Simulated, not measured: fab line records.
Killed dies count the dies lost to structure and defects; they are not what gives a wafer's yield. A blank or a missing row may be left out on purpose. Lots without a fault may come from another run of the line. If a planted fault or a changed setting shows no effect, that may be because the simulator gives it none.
Which tool is to blame? || flow sky130 || at 1 step of a route of 708, 6 lots with 17 wafers sampled

## WHAT THE GAUGES READ, wafer by wafer
SKY_SD_P_OVL_MEAS_08.
{"lot": "L210", "measured": "day 26 14:44", "on": "overlay-01", "SD_P_OVL (nm)": "-2.3 -0.5 -1.3"}
{"lot": "L213", "measured": "day 27 12:01", "on": "overlay-01", "SD_P_OVL (nm)": "-0.3 0.4 0.9"}
{"lot": "L216", "measured": "day 28 10:54", "on": "overlay-01", "SD_P_OVL (nm)": "-0.4 -0.3 -1.1"}
{"lot": "L222", "measured": "day 30 09:53", "on": "overlay-02", "SD_P_OVL (nm)": "1.8 0.9"}
{"lot": "L228", "measured": "day 32 03:11", "on": "overlay-01", "SD_P_OVL (nm)": "-0.7 -2.1 -2.6"}
{"lot": "L231", "measured": "day 32 16:38", "on": "overlay-02", "SD_P_OVL (nm)": "2.2 3.4 1.9"}

## TOOL THAT RAN EACH LOT (tool first, then ch and the chambers of the sampled wafers, then the start)
The record holds no process step before these readings.

## THE ANSWER, worked out from the rows above alone
Rule: usual is defined by the lots themselves. Put in order of their means at a reading, lots are off if they are a third of the lots or fewer, leave a main group of 4 or more, and stand apart from it by a gap of 3 or more times the standard deviation of the main group's means; of several such gaps the widest counts. A main group whose means are all the same, to the digits that the tables above print for the reading, isn't used. A lot without any number at a reading at which 4 lots or more have one is off too. The other lots that the step has rows for count as sound.
Across all readings shown, no lot is off: no conclusion can be drawn from this.

## WHAT THE SIMULATOR HAD PUT IN
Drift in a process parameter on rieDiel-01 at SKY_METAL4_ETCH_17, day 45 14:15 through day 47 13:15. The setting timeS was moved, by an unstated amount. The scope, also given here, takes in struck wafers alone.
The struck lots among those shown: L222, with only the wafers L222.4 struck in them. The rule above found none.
